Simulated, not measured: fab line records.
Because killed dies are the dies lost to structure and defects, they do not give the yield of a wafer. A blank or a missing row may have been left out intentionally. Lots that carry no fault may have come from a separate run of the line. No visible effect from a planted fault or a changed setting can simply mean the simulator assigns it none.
Code-filled problem report in 8D (eight disciplines) form    flow sky130    the parts of the form that need people (team, actions taken, sign-off) are left out

1. PROBLEM STATEMENT
Mean of rfFwdPowerW at SKY_FIELD_ISO_ETCH_14: 415.4 W across 3 wafers in 3 lots; on wafers with no fault it is 494.9 W (standard deviation 2.2). Measured from the usual mean, that is -36 standard deviations.
The step: etches BARC in N2/H2, stops on SiO2, time 45.9 s, target depth 60 nm.
First observed at day 5 12:04: wafer L583.2, on rieDiel-03. The record holds 39 wafers of 13 lots with a number at this step. Rule for "out", or "out of limits": more than 4 standard deviations from the usual mean. The other wafers with a number count as sound.

2. WHAT IT IS, WHAT IT ISN'T
question                     is                      is not
which readings at this step  rfFwdPowerW             drypumpMotorCurrentA, throttleValvePct
which lots                   L583, L584, L586        L568, L569, L570, L573, L574, L576, L577, L578, L579, L591
which wafers of those lots   L583.2, L584.6, L586.1  L583.1, L583.4, L584.2, L584.5, L586.3, L586.4
read on which tools          rieDiel-03              rieDiel-01, rieDiel-02
when                         from day 5 12:04        up to then (29 sound wafers); but 7 sound wafers of L584, L586, L591 came after

3. THE SUSPECTS, EACH WITH WHAT RULES IT OUT
Counting: if a tool at a process step up to the reading ran every lot that is out, it stays a suspect. Sound lots after the first of them don't rule it out here, since some wafers of a struck lot are sound.
- rieDiel-03 at SKY_FIELD_ISO_ETCH_14 (etches BARC in N2/H2, stops on SiO2, time 45.9 s, target depth 60 nm): kept. Every lot that is out went through it, the first being L583 (day 5 12:04); the last sound lot it ran before that was L579 (day 4 12:30). On those wafers its own readings are out: rfFwdPowerW.
- At SKY_FIELD_ISO_ETCH_14, inside rieDiel-03: chamber 2 took the wafers that are out, while their sound lot-mates went through chambers 0, 1, 3.
Remaining after the count: rieDiel-03 at SKY_FIELD_ISO_ETCH_14.

4. THE CAUSE (what the simulator had put in)
rieDiel-03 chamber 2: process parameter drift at SKY_FIELD_ISO_ETCH_14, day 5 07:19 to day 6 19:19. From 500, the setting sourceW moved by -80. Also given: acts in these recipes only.
After counting, this tool was the only one left.

5. THE EFFECT CHAIN, in route order
Rows list readings where the struck wafers' mean (over those with a number) sits beyond 3 standard deviations from the usual. Only readings for which the record gives a usual standard deviation are gone through. hours: the time from each lot's start at the first step in this table that gives one to its start at this step, as a median over the lots. sigmas: the change in usual standard deviations.
hours  step                   reading      usual    on struck wafers  change  sigmas
0      SKY_FIELD_ISO_ETCH_14  rfFwdPowerW  494.9 W  415.4             -79.5   -36
It contains these process steps:
- SKY_FIELD_ISO_ETCH_14: etches BARC in N2/H2, stops on SiO2, time 45.9 s, target depth 60 nm.
Later measuring or inspecting steps at which every struck wafer that the step has a row for has a number for every such reading, and none has moved that far: SKY_SONOS_ONO_OVL_MEAS_14, SKY_POLY_GATE_OVL_MEAS_14.

6. WHAT WOULD HAVE CAUGHT IT SOONER
In this record no reading fell out of limits until day 5 12:04, 5 hours after the fault had begun at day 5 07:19.
